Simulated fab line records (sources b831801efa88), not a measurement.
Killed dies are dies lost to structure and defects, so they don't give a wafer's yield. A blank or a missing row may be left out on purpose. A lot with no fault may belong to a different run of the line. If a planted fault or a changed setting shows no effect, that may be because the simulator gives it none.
Which of the tools did it? | flow sfq_line | 15 lots with 45 wafers sampled at 6 steps, on a route of 325 steps

== WHAT EACH GAUGE READ, for each wafer ==
SFQ_M8_BOW_MEAS_951. Usual: for M8_BOW the level is 8 um and the standard deviation is 9.6.
lot  | measured     | on            | M8_BOW (um) | flag
L943 | day 68 17:30 | film_metro-03 | 21 8 12     |
L946 | day 69 20:38 | film_metro-04 | 3 25 30     |
L947 | day 70 07:27 | film_metro-04 | 6 -4 2      |
L948 | day 70 16:13 | film_metro-03 | 25 24 14    |
L949 | day 70 19:47 | film_metro-03 | 19 12 10    |
L953 | day 75 03:35 | film_metro-04 | 1 13 8      |
L954 | day 81 16:08 | film_metro-03 | 25 12 18    |
L955 | day 82 00:32 | film_metro-01 | 5 3 -8      |
L956 | day 82 04:07 | film_metro-01 | 31 38 20    |
L958 | day 82 09:12 | film_metro-03 | 0 -4 -6     |
L961 | day 83 02:06 | film_metro-04 | 16 20 7     |
L962 | day 83 05:43 | film_metro-01 | 5 -1 2      |
L963 | day 83 12:56 | film_metro-04 | -1 -1 0     |
L964 | day 83 21:19 | film_metro-03 | -1 10 3     |
L966 | day 84 05:43 | film_metro-01 | 1 0 14      |

== WHAT TOOL EACH LOT RAN ON (gives the tool, then ch and the chambers of the sampled wafers, and finally the start) ==
lot  | SFQ_TRILAYER_M6_BARC_OPEN_METAL_ETCH_206 | SFQ_TRILAYER_I6_METRO_MEASURE_167 | SFQ_TRILAYER_I7_VIA_BARC_OPEN_VIA_ETCH_260 | SFQ_TRILAYER_I7_VIA_ETCH_VIA_ETCH_190 | SFQ_TRILAYER_M8_LITHO_EXPOSE_194
L943 | rie_metal-02 ch 0, day 62 22:01          | film_metro-02, day 63 05:08       | rie_diel-02 ch 0,1,2, day 68 10:23         | rie_diel-02 ch 0,1,2, day 68 10:26    | krf_scanner-01 ch 0, day 68 15:03
L946 | rie_metal-02 ch 0,1, day 63 08:55        | film_metro-04, day 63 17:47       | rie_diel-02 ch 0,1, day 69 11:35           | rie_diel-02 ch 0,1, day 69 11:38      | krf_scanner-01 ch 0, day 69 18:00
L947 | rie_metal-02 ch 0,1, day 64 01:31        | film_metro-04, day 64 06:40       | rie_diel-04 ch 0,3, day 69 21:56           | rie_diel-04 ch 0,3, day 69 21:59      | krf_scanner-01 ch 0, day 70 05:00
L948 | rie_metal-04 ch 1, day 64 04:41          | film_metro-03, day 64 09:37       | rie_diel-04 ch 2,3, day 70 02:44           | rie_diel-04 ch 2,3, day 70 02:47      | krf_scanner-02 ch 0, day 70 13:25
L949 | rie_metal-03 ch 0,1, day 64 18:29        | film_metro-03, day 64 23:06       | rie_diel-04 ch 0,1,2, day 70 13:45         | rie_diel-04 ch 0,1,2, day 70 13:47    | krf_scanner-02 ch 0, day 70 17:20
L953 | rie_metal-04 ch 0,1, day 71 05:23        | film_metro-02, day 71 10:31       | rie_diel-04 ch 2,3, day 74 22:35           | rie_diel-04 ch 2,3, day 74 22:37      | krf_scanner-02 ch 0, day 75 01:19
L954 | rie_metal-03 ch 0,1, day 74 00:31        | film_metro-04, day 74 04:54       | rie_diel-04 ch 0,2, day 78 13:43           | rie_diel-04 ch 0,2, day 78 13:46      | krf_scanner-02, day 81 13:41
L955 | rie_metal-04 ch 1, day 74 19:33          | film_metro-02, day 75 01:07       | rie_diel-04 ch 2,3, day 79 01:50           | rie_diel-04 ch 2,3, day 79 01:53      | krf_scanner-02, day 81 22:05
L956 | rie_metal-04 ch 0,1, day 75 02:45        | film_metro-02, day 75 06:55       | rie_diel-04 ch 1,2, day 79 06:38           | rie_diel-04 ch 1,2, day 79 06:41      | krf_scanner-02, day 82 01:29
L958 | rie_metal-04 ch 0, day 75 07:33          | film_metro-04, day 75 11:55       | rie_diel-04 ch 2,3, day 79 11:53           | rie_diel-04 ch 2,3, day 79 11:56      | krf_scanner-01 ch 0, day 82 06:45
L961 | rie_metal-04 ch 0,1, day 75 17:09        | film_metro-02, day 75 21:19       | rie_diel-04 ch 1,2,3, day 80 04:26         | rie_diel-04 ch 1,2,3, day 80 04:28    | krf_scanner-02 ch 0, day 82 23:28
L962 | rie_metal-03 ch 0,1, day 76 04:05        | film_metro-03, day 76 08:26       | rie_diel-04 ch 0,2,3, day 80 15:02         | rie_diel-04 ch 0,2,3, day 80 15:04    | krf_scanner-02 ch 0, day 83 03:16
L963 | rie_metal-04 ch 0,1, day 76 06:30        | film_metro-02, day 76 11:02       | rie_diel-01 ch 0,2,3, day 80 18:41         | rie_diel-01 ch 0,2,3, day 80 18:44    | krf_scanner-02 ch 0, day 83 10:40
L964 | rie_metal-02 ch 1, day 76 11:18          | film_metro-02, day 76 16:25       | rie_diel-01 ch 0,1,3, day 80 22:14         | rie_diel-01 ch 0,1,3, day 80 22:16    | krf_scanner-02 ch 0, day 83 18:52
L966 | rie_metal-04 ch 0, day 76 13:41          | film_metro-04, day 76 19:13       | rie_diel-02 ch 0,2,3, day 81 03:11         | rie_diel-02 ch 0,2,3, day 81 03:14    | krf_scanner-02 ch 0, day 84 03:04
- SFQ_TRILAYER_M6_BARC_OPEN_METAL_ETCH_206: etches BARC in O2, target depth 125 nm, time 41.7 s.
- SFQ_TRILAYER_I6_METRO_MEASURE_167
- SFQ_TRILAYER_I7_VIA_BARC_OPEN_VIA_ETCH_260: etches BARC in O2, target depth 125 nm, time 41.7 s.
- SFQ_TRILAYER_I7_VIA_ETCH_VIA_ETCH_190: etches SiO2 in CHF3, stops on Nb, target depth 260 nm.
- SFQ_TRILAYER_M8_LITHO_EXPOSE_194: exposes mask M8, target cd 2000 nm.

== WHAT THE TOOLS THEMSELVES READ (means of the sampled wafers that have a number; where no wafer has one, the mark that the record gives instead) ==
SFQ_TRILAYER_M6_BARC_OPEN_METAL_ETCH_206. Usual: bias_w 79.96 W, standard deviation 0.23; chamber_pressure_mTorr 10.000 mTorr, standard deviation 0.011; drypump_motor_current_A 5.26 A, standard deviation 0.3; oes_product_au 0.685 a.u., standard deviation 0.0048.
lot  | tool         | bias_w (W) | chamber_pressure_mTorr (mTorr) | drypump_motor_current_A (A) | oes_product_au (a.u.) | flag
L943 | rie_metal-02 | 80.06      | 10.003                         | 5.28                        | 0.681                 |
L946 | rie_metal-02 | 79.87      | 10.005                         | 5.26                        | 0.685                 |
L947 | rie_metal-02 | 79.78      | 10.003                         | 5.27                        | 0.687                 |
L948 | rie_metal-04 | 79.73      | 9.997                          | 5.46                        | 0.686                 |
L949 | rie_metal-03 | 79.68      | 10.006                         | 5.39                        | 0.684                 |
L953 | rie_metal-04 | 80.29      | 9.995                          | 5.17                        | 0.684                 |
L954 | rie_metal-03 | 80.10      | 10.000                         | 5.11                        | 0.685                 |
L955 | rie_metal-04 | 79.79      | 9.991                          | 5.45                        | 0.685                 |
L956 | rie_metal-04 | 79.98      | 9.997                          | 5.32                        | 0.686                 |
L958 | rie_metal-04 | 80.09      | 9.993                          | 5.05                        | 0.685                 |
L961 | rie_metal-04 | 80.05      | 10.000                         | 5.30                        | 0.682                 |
L962 | rie_metal-03 | 79.99      | 9.989                          | 5.10                        | 0.688                 |
L963 | rie_metal-04 | 80.00      | 10.006                         | 5.31                        | 0.691                 |
L964 | rie_metal-02 | 79.98      | 9.972                          | 5.28                        | 0.689                 |
L966 | rie_metal-04 | 80.28      | 9.996                          | 5.04                        | 0.681                 |

SFQ_TRILAYER_I6_METRO_MEASURE_167. Usual: thk_nm 200.0 nm, standard deviation 0.99.
lot  | tool          | thk_nm (nm) | flag
L943 | film_metro-02 | 200.6       |
L946 | film_metro-04 | 200.2       |
L947 | film_metro-04 | 200.1       |
L948 | film_metro-03 | 200.1       |
L949 | film_metro-03 | 199.5       |
L953 | film_metro-02 | 200.3       |
L954 | film_metro-04 | 201.3       |
L955 | film_metro-02 | 200.3       |
L956 | film_metro-02 | 199.5       |
L958 | film_metro-04 | 198.2       |
L961 | film_metro-02 | 199.4       |
L962 | film_metro-03 | 200.3       |
L963 | film_metro-02 | 199.4       |
L964 | film_metro-02 | 199.6       |
L966 | film_metro-04 | 200.1       |

SFQ_TRILAYER_I7_VIA_BARC_OPEN_VIA_ETCH_260. Usual: bias_w 79.99 W, standard deviation 0.23; chamber_pressure_mTorr 29.999 mTorr, standard deviation 0.027; drypump_motor_current_A 5.82 A, standard deviation 0.26; oes_product_au 0.682 a.u., standard deviation 0.0054.
lot  | tool        | bias_w (W) | chamber_pressure_mTorr (mTorr) | drypump_motor_current_A (A) | oes_product_au (a.u.) | flag
L943 | rie_diel-02 | 80.18      | 29.991                         | 5.61                        | 0.683                 |
L946 | rie_diel-02 | 79.97      | 30.008                         | 5.69                        | 0.683                 |
L947 | rie_diel-04 | 80.00      | 30.012                         | 5.79                        | 0.682                 |
L948 | rie_diel-04 | 80.04      | 29.979                         | 5.94                        | 0.682                 |
L949 | rie_diel-04 | 79.70      | 30.004                         | 5.83                        | 0.688                 |
L953 | rie_diel-04 | 79.93      | 29.994                         | 5.92                        | 0.685                 |
L954 | rie_diel-04 | -          | -                              | -                           | -                     | OFF
L955 | rie_diel-04 | -          | -                              | -                           | -                     | OFF
L956 | rie_diel-04 | -          | -                              | -                           | -                     | OFF
L958 | rie_diel-04 | 79.93      | 30.009                         | 5.93                        | 0.686                 |
L961 | rie_diel-04 | 80.05      | 30.002                         | 5.99                        | 0.679                 |
L962 | rie_diel-04 | 80.02      | 29.975                         | 5.78                        | 0.685                 |
L963 | rie_diel-01 | 79.89      | 29.998                         | 5.74                        | 0.681                 |
L964 | rie_diel-01 | 79.79      | 29.966                         | 5.76                        | 0.678                 |
L966 | rie_diel-02 | 79.83      | 30.012                         | 5.75                        | 0.678                 |

SFQ_TRILAYER_I7_VIA_ETCH_VIA_ETCH_190. Usual: bias_w 79.99 W, standard deviation 0.23; chamber_pressure_mTorr 30.002 mTorr, standard deviation 0.028; drypump_motor_current_A 5.82 A, standard deviation 0.26; oes_product_au 0.857 a.u., standard deviation 0.005.
lot  | tool        | bias_w (W) | chamber_pressure_mTorr (mTorr) | drypump_motor_current_A (A) | oes_product_au (a.u.) | flag
L943 | rie_diel-02 | 79.93      | 30.010                         | 5.62                        | 0.858                 |
L946 | rie_diel-02 | 79.88      | 30.014                         | 5.69                        | 0.861                 |
L947 | rie_diel-04 | 79.75      | 29.982                         | 5.80                        | 0.857                 |
L948 | rie_diel-04 | 80.15      | 29.997                         | 5.96                        | 0.854                 |
L949 | rie_diel-04 | 80.10      | 29.993                         | 5.85                        | 0.858                 |
L953 | rie_diel-04 | 79.98      | 30.019                         | 5.92                        | 0.857                 |
L954 | rie_diel-04 | 80.18      | 30.012                         | 5.66                        | 0.375                 | OFF
L955 | rie_diel-04 | 80.26      | 30.010                         | 5.93                        | 0.378                 | OFF
L956 | rie_diel-04 | 79.95      | 30.028                         | 6.05                        | 0.376                 | OFF
L958 | rie_diel-04 | 80.05      | 29.992                         | 5.92                        | 0.857                 |
L961 | rie_diel-04 | 80.09      | 30.010                         | 5.98                        | 0.857                 |
L962 | rie_diel-04 | 80.26      | 30.000                         | 5.79                        | 0.852                 |
L963 | rie_diel-01 | 80.22      | 29.988                         | 5.76                        | 0.859                 |
L964 | rie_diel-01 | 79.81      | 30.043                         | 5.75                        | 0.857                 |
L966 | rie_diel-02 | 79.87      | 29.997                         | 5.78                        | 0.857                 |

SFQ_TRILAYER_M8_LITHO_EXPOSE_194. Usual: exposure_dose_mJ_cm2 14.401, standard deviation 0.015; focus_offset_nm 0.0 nm, standard deviation 0.46.
lot  | tool           | exposure_dose_mJ_cm2 | focus_offset_nm (nm) | flag
L943 | krf_scanner-01 | 14.398               | -0.1                 |
L946 | krf_scanner-01 | 14.406               | -0.7                 |
L947 | krf_scanner-01 | 14.394               | -0.0                 |
L948 | krf_scanner-02 | 14.382               | 0.8                  |
L949 | krf_scanner-02 | 14.399               | 0.1                  |
L953 | krf_scanner-02 | 14.413               | 0.5                  |
L954 | krf_scanner-02 | -                    | -                    | OFF
L955 | krf_scanner-02 | -                    | -                    | OFF
L956 | krf_scanner-02 | -                    | -                    | OFF
L958 | krf_scanner-01 | 14.384               | -0.3                 |
L961 | krf_scanner-02 | 14.398               | 0.5                  |
L962 | krf_scanner-02 | 14.386               | -0.3                 |
L963 | krf_scanner-02 | 14.389               | 0.2                  |
L964 | krf_scanner-02 | 14.405               | 0.0                  |
L966 | krf_scanner-02 | 14.414               | -0.1                 |

== THE ANSWER, worked out from the rows above alone ==
Rule: lot off if the mean of its wafers having a number is beyond 3 standard deviations from the usual mean. A lot without any number at a reading at which 4 lots or more have one is off too. Where the step has rows for the other lots, those lots are counted as sound. Order of review: gauges by route order, followed by the tools' own readings, for which a lot's mean as printed above is used. The first step at which some lot is off is used, and at that step the reading that is off furthest; a lot without a number counts as furthest.
Off, at SFQ_TRILAYER_I7_VIA_BARC_OPEN_VIA_ETCH_260 on bias_w: L954, L955, L956. Without a number there: L954, L955, L956.
A tool fits if, at that step or a process step before it, it ran every lot that is off, and no sound lot after the first of them. Of those tried, none fits.

== WHAT WAS PUT IN BY THE SIMULATOR ==
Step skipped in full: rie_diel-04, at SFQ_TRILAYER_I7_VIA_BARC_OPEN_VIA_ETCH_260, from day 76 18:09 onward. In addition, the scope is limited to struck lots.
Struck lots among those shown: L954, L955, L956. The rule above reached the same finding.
